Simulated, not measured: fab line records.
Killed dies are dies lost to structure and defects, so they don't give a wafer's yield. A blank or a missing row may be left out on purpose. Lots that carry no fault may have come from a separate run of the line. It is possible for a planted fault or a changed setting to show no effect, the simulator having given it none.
Split-lot study | flow sky130 | on a route of 708 steps: 5 lots, 23 wafers read

ON THE SPLIT
At SKY_LDD_LDN_COAT_02 (resist thk 1140 nm), the setting resist-thk-nm was moved away from the recipe's 1140 nm on 6 of the 23 wafers read, by -3.8% to +1.7%. This setting was run at the recipe's value on the other wafers.

Reading taken at the split's own step.

THE READING
NOVOLAK_of_LDD_LDN_COAT_02.thk-nm (the simulator's own value, which no gauge read), in nm, at SKY_LDD_LDN_COAT_02 (resist thk 1140 nm). The file gives no usual value for it. Across the 17 wafers here that went through the recipe, the average is 1139 nm and the standard deviation 3.9 nm.

wafer  | tool, chamber at the split | resist-thk-nm as run, nm | against the recipe | NOVOLAK_of_LDD_LDN_COAT_02.thk-nm, nm | against lot-mates on the recipe
L074.1 | litho-track-02, 0          | 1159                     | +1.7%              | 1152                                  | +19
L074.2 | litho-track-02, 0          | 1159                     | +1.7%              | 1156                                  | +23
L074.3 | litho-track-02, 0          | 1140                     | recipe             | 1135                                  | -
L074.4 | litho-track-02, 0          | 1159                     | +1.7%              | 1154                                  | +21
L074.6 | litho-track-02, 0          | 1140                     | recipe             | 1131                                  | -
L077.1 | litho-track-02, 0          | 1140                     | recipe             | 1137                                  | -
L077.2 | litho-track-02, 0          | 1140                     | recipe             | 1137                                  | -
L077.3 | litho-track-02, 0          | 1140                     | recipe             | 1138                                  | -
L077.4 | litho-track-02, 0          | 1140                     | recipe             | 1136                                  | -
L077.5 | litho-track-02, 0          | 1140                     | recipe             | 1139                                  | -
L079.1 | litho-track-01, 0          | 1140                     | recipe             | 1141                                  | -
L079.4 | litho-track-01, 0          | 1140                     | recipe             | 1141                                  | -
L079.5 | litho-track-01, 0          | 1140                     | recipe             | 1140                                  | -
L080.1 | litho-track-02, 0          | 1097                     | -3.8%              | 1099                                  | -38
L080.2 | litho-track-02, 0          | 1140                     | recipe             | 1137                                  | -
L080.4 | litho-track-02, 0          | 1097                     | -3.8%              | 1097                                  | -40
L080.5 | litho-track-02, 0          | 1097                     | -3.8%              | 1098                                  | -40
L080.6 | litho-track-02, 0          | 1140                     | recipe             | 1138                                  | -
L085.1 | litho-track-01, 0          | 1140                     | recipe             | 1148                                  | -
L085.2 | litho-track-01, 0          | 1140                     | recipe             | 1145                                  | -
L085.3 | litho-track-01, 0          | 1140                     | recipe             | 1142                                  | -
L085.6 | litho-track-01, 0          | 1140                     | recipe             | 1142                                  | -
L085.4 | litho-track-01, 0          | 1140                     | recipe             | 1143                                  | -

THE FIT
A straight line over all 23 wafers: NOVOLAK_of_LDD_LDN_COAT_02.thk-nm changes by +10.5 nm for each +1% of resist-thk-nm; r = +0.97; the points scatter about the line by 3.8 nm.
The same after taking each lot's own level away (the mean of its wafers on the recipe; 23 wafers): +10.9 nm for each +1%; r = +0.99; scatter 1.9 nm.
The reading moves by 41 nm for the largest change in resist-thk-nm, on that fit.
The lots' own levels span 1133.0 to 1144.0 nm, that is 2.8 times the standard deviation above.
The two slopes agree, so the slope changes little with the lot-to-lot level.
Check: for one of the wafers moved furthest among these (-3.8%), held out of the fit, the line's prediction against its lot-mates is -41.3 nm. Against them it came out at -38.5 nm.

OTHER SPLITS ON THESE WAFERS
Before the reading, these wafers also passed through other splits. Each is held against what the fit with the lots' levels taken away leaves over:
other split on the same wafers  | wafers away from the commonest value | r with NOVOLAK_of_LDD_LDN_COAT_02.thk-nm (lot level and that fit taken away)
SKY_LDD_HVN_IMPLANT_08 dose-cm2 | 4                                    | +0.27
SKY_LDD_HVP_COAT_02 spin-rpm    | 8                                    | -0.16

THE WHOLE CHAIN: every reading that the file lists as answering this split, in the file's order
step                 | what it does       | reading                                                                            | change (the file's fit)              | r (the file's)
SKY_LDD_LDN_COAT_02  | resist thk 1140 nm | NOVOLAK_of_LDD_LDN_COAT_02.thk-nm (the simulator's own value, which no gauge read) | +10.8 nm for each +1% of the setting | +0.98
SKY_LDD_LDN_STRIP_12 | strips in O2/N2    | strip-time-to-endpoint-s                                                           | withheld for each +1% of the setting | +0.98

FILE'S OWN FIT
NOVOLAK_of_LDD_LDN_COAT_02.thk-nm changes by +10.8 nm for each +1% of resist-thk-nm, r = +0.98.
